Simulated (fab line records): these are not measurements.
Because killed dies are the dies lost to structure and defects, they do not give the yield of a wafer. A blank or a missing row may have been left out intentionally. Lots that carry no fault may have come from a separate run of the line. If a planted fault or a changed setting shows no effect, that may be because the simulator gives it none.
Split-lot trial | flow sky130 | on a route of 708 steps: 5 lots, 23 wafers read

## THE SPLIT
At SKY_VT_ADJUST_HVTP_COAT_02 (resist thk 1140 nm), the setting spin_rpm was moved away from the recipe's 3000 rpm on 9 of the 23 wafers read, by -4.0% to +6.6%. All remaining wafers had this setting at the recipe value.

Reading taken at the split's own step.

## THE READING
NOVOLAK_of_VT_ADJUST_HVTP_COAT_02.thk_nm (the simulator's own value, which no gauge read), in nm, at SKY_VT_ADJUST_HVTP_COAT_02 (resist thk 1140 nm). No usual value for it is given in the file. The 14 wafers here that ran the recipe average 1144 nm, standard deviation 1.4 nm.

wafer  | tool, chamber at the split | spin_rpm as run, rpm | against the recipe | NOVOLAK_of_VT_ADJUST_HVTP_COAT_02.thk_nm, nm | against lot-mates on the recipe
L074.1 | litho_track-02, 0          | 2881                 | -4.0%              | 1164                                         | +22
L074.3 | litho_track-02, 0          | 2881                 | -4.0%              | 1164                                         | +22
L074.6 | litho_track-02, 0          | 2881                 | -4.0%              | 1164                                         | +22
L074.4 | litho_track-02, 0          | 3000                 | recipe             | 1142                                         | -
L074.5 | litho_track-02, 0          | 3000                 | recipe             | 1143                                         | -
L075.1 | litho_track-02, 0          | 3000                 | recipe             | 1144                                         | -
L075.3 | litho_track-02, 0          | 3000                 | recipe             | 1142                                         | -
L075.4 | litho_track-02, 0          | 3000                 | recipe             | 1142                                         | -
L079.1 | litho_track-02, 0          | 3199                 | +6.6%              | 1110                                         | -34
L079.2 | litho_track-02, 0          | 3199                 | +6.6%              | 1112                                         | -32
L079.5 | litho_track-02, 0          | 3199                 | +6.6%              | 1112                                         | -32
L079.4 | litho_track-02, 0          | 3000                 | recipe             | 1145                                         | -
L079.6 | litho_track-02, 0          | 3000                 | recipe             | 1144                                         | -
L082.2 | litho_track-01, 0          | 3000                 | recipe             | 1145                                         | -
L082.3 | litho_track-01, 0          | 3000                 | recipe             | 1144                                         | -
L082.4 | litho_track-01, 0          | 3118                 | +3.9%              | 1122                                         | -22
L082.5 | litho_track-01, 0          | 3118                 | +3.9%              | 1127                                         | -18
L082.6 | litho_track-01, 0          | 3118                 | +3.9%              | 1123                                         | -22
L084.1 | litho_track-02, 0          | 3000                 | recipe             | 1146                                         | -
L084.2 | litho_track-02, 0          | 3000                 | recipe             | 1146                                         | -
L084.3 | litho_track-02, 0          | 3000                 | recipe             | 1146                                         | -
L084.5 | litho_track-02, 0          | 3000                 | recipe             | 1144                                         | -
L084.6 | litho_track-02, 0          | 3000                 | recipe             | 1145                                         | -

FIT RESULTS
A straight line over all 23 wafers: NOVOLAK_of_VT_ADJUST_HVTP_COAT_02.thk_nm changes by -4.99 nm for each +1% of spin_rpm; r = -1.00; the points scatter about the line by 1.5 nm.
The same after taking each lot's own level away (the mean of its wafers on the recipe; 23 wafers): -5.15 nm for each +1%; r = -1.00; scatter 1.2 nm.
According to that fit, moving spin_rpm by its largest amount changes the reading by 34 nm.
The lots' own levels span 1142.5 to 1145.4 nm, that is 2.1 times the standard deviation above.
So the lot-to-lot level changes the slope little: the two slopes agree.
Check: for one of the wafers moved furthest among these (+6.6%), held out of the fit, the line's prediction against its lot-mates is -33.8 nm. Against them it came out at -34.5 nm.

## THESE WAFERS: OTHER SPLITS
Note: prior to the reading, these wafers also went through further splits. Each is held against what the fit with the lots' levels taken away leaves over:
other split on the same wafers    | wafers away from the commonest value | r with NOVOLAK_of_VT_ADJUST_HVTP_COAT_02.thk_nm (lot level and that fit taken away)
SKY_FIELD_ISO_OXIDATION_01 temp_c | 15                                   | +0.24
SKY_FIELD_ISO_EXPOSE_10 dose_mj   | 6                                    | +0.29
SKY_FIELD_ISO_WET_ETCH_30 time_s  | 18                                   | -0.18
SKY_NWELL_STRIP_14 pressure_mtorr | 15                                   | +0.11

## THE WHOLE CHAIN: every reading that the file lists as answering this split, in the file's order
step                        | what it does       | reading                                                                                   | change (the file's fit)              | r (the file's)
SKY_VT_ADJUST_HVTP_COAT_02  | resist thk 1140 nm | NOVOLAK_of_VT_ADJUST_HVTP_COAT_02.thk_nm (the simulator's own value, which no gauge read) | -5.13 nm for each +1% of the setting | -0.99
SKY_VT_ADJUST_HVTP_STRIP_10 | strips in O2/N2    | strip_time_to_endpoint_s                                                                  | withheld for each +1% of the setting | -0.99

## FILE'S OWN FIT
NOVOLAK_of_VT_ADJUST_HVTP_COAT_02.thk_nm changes by -5.13 nm for each +1% of spin_rpm, r = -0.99.
